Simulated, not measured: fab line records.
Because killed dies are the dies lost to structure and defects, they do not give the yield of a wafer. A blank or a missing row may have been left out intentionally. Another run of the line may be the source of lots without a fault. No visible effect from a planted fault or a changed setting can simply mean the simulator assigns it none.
Problem report in the 8D (eight disciplines) form, filled by code | flow sky130 | the parts of the form that need people (team, actions taken, sign-off) are left out

## 1. PROBLEM STATEMENT
Mean of runLengthS at SKY_LDD_LDN_CLEAN_14: 113.1 s over 3 wafers from 1 lot, against 177.3 s (standard deviation 2.7) on wafers with no fault. Measured from the usual mean, that is -24 standard deviations.
The step: cleans in SC1/SC2, time 150 s.
Seen first at day 30 06:35 on wetBench-04, wafer L652.1. The record has a number at this step for 15 wafers belonging to 5 lots. The rule behind "out" and "out of limits": a value lying over 4 standard deviations away from the usual mean. All remaining wafers that have a number are taken as sound.

## 2. WHAT IT IS AND WHAT IT IS NOT
question                    | is                     | is not
which readings at this step | runLengthS             | -
which lots                  | L652                   | L639, L644, L650, L653
which wafers of those lots  | all that have a number | -
read on which tools         | wetBench-04            | wetBench-01, wetBench-02
when                        | from day 30 06:35      | up to then (9 sound wafers); but 3 sound wafers of L653 came after

## 3. WHAT RULES OUT EACH SUSPECT
Counting: any tool at a process step up to the reading is kept as a suspect provided that every lot that is out went through it and no sound lot did after the first of them.
- plasmaAsher-02 at SKY_LDD_LDN_STRIP_12 (strips in O2/N2): ruled out as a lasting fault. Sound lots L653 ran on it after its first lot that is out, L652 (day 30 06:25).
- wetBench-04 at SKY_LDD_LDN_CLEAN_14 (cleans in SC1/SC2, time 150 s): kept. It ran the lot that is out, L652 (day 30 06:35), and no sound lot after that; its last sound lot up to then is L644 (day 27 22:41). On those wafers its own readings are out: runLengthS.
After counting, what remains is wetBench-04 at SKY_LDD_LDN_CLEAN_14.

## 4. THE CAUSE (what the simulator had put in)
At SKY_LDD_LDN_CLEAN_14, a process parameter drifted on wetBench-04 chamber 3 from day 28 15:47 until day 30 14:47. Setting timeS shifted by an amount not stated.
After counting, this tool was the only one left.

## 5. THE EFFECT CHAIN, in route order
One row per reading whose mean, taken over the struck wafers that have a number, lies over 3 standard deviations from the usual. Only readings whose record carries a usual standard deviation are examined. hours: median over the lots of the time between each lot's start at the first step of this table that gives one and its start at this step. sigmas: the change, counted in usual standard deviations.
hours | step                 | reading    | usual   | on struck wafers | change | sigmas
0     | SKY_LDD_LDN_CLEAN_14 | runLengthS | 177.3 s | 113.1            | -64.2  | -24
It contains these process steps:
- SKY_LDD_LDN_CLEAN_14: cleans in SC1/SC2, time 150 s.

## 6. HOW IT WOULD HAVE BEEN CAUGHT EARLIER
The fault began at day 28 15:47; the first out-of-limits reading in this record came at day 30 06:35, 39 hours later.
